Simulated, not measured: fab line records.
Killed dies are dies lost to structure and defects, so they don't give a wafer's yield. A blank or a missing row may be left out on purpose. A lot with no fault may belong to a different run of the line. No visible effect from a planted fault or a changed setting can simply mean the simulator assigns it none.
Problem report, 8D (eight disciplines) form, completed by code ; flow sky130 ; the parts of the form that need people (team, actions taken, sign-off) are left out

== 1. PROBLEM STATEMENT ==
SONOS_ONO_CVD_04_THK at SKY_SONOS_ONO_THK_MEAS_05 reads a mean of 6.56 nm on 9 wafers of 3 lots; wafers without a fault read 5.72 nm with a standard deviation of 0.091. That puts it +9.2 standard deviations away from the usual mean.
Earliest sighting: wafer L138.2 on filmMetro-01 at day 15 13:40. The record holds 36 wafers of 12 lots with a number at this step. By rule, "out" or "out of limits" means more than 4 standard deviations away from the usual mean. The rest of the wafers with a number are treated as sound.

== 2. WHAT IT IS; WHAT IT IS NOT ==
question;is;is not
which readings at this step;SONOS_ONO_CVD_04_THK;-
which lots;L138, L139, L140;L126, L127, L129, L135, L136, L137, L147, L148, L149
which wafers of those lots;all that have a number;-
read on which gauges;filmMetro-01, filmMetro-04;filmMetro-03
when;from day 15 13:40;"up to then (18 sound wafers); but 9 sound wafers of L147, L148, L149 came after"

== 3. SUSPECTS, AND WHAT RULES EACH OUT ==
Counting: a tool at any process step up to the reading remains a suspect when it ran all the lots that are out and ran no sound lot after the first of those.
- the gauge at SKY_SONOS_ONO_THK_MEAS_05 has been ruled out. 2 gauges (filmMetro-01, filmMetro-04) read the wafers that are out.
- lpcvd-03 at SKY_SONOS_ONO_CVD_04 (deposits SiO2 from SiH4/N2O, target thk 5.7199 nm): ruled out as a lasting fault. Following L138 (day 15 12:24), the first lot on it that is out, the sound lots L147, L148, L149 were run on it.
Left after counting: nothing in the record.

== 4. THE CAUSE (what the simulator had put in) ==
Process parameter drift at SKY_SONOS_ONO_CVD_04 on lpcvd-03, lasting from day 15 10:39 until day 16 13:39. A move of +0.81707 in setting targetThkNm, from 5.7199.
The count ruled it out by mistake, since the rule takes a fault to strike every lot its tool runs from the start of the fault on, and this one did not do so.

== 5. SEQUENCE OF EFFECTS, ordered by route ==
Each row: a reading where the mean over the struck wafers with a number is more than 3 standard deviations away from the usual. Only readings for which the record gives a usual standard deviation are gone through. hours: the time from each lot's start at the first step in this table that gives one to its start at this step, as a median over the lots. sigmas: the change in usual standard deviations.
hours;step;reading;usual;on struck wafers;change;sigmas
0;SKY_SONOS_ONO_THK_MEAS_05;SONOS_ONO_CVD_04_THK;5.72 nm;6.56;+0.84;+9.2
Later measuring or inspecting steps at which every struck wafer that the step has a row for has a number for every such reading, and none has moved that far: SKY_POLY_GATE_OVL_MEAS_14, SKY_LOCAL_INTERCONNECT_RS_MEAS_01.

== 6. WHAT WOULD HAVE CAUGHT IT SOONER ==
3 hours passed between the start of the fault at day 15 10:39 and the first reading out of limits at a measuring or inspecting step in this record, taken at day 15 13:40.
Of the tool readings at SKY_SONOS_ONO_CVD_04 for which the record gives a usual standard deviation, none was out on any struck wafer, so an alarm limit of 4 standard deviations on them would not have fired.
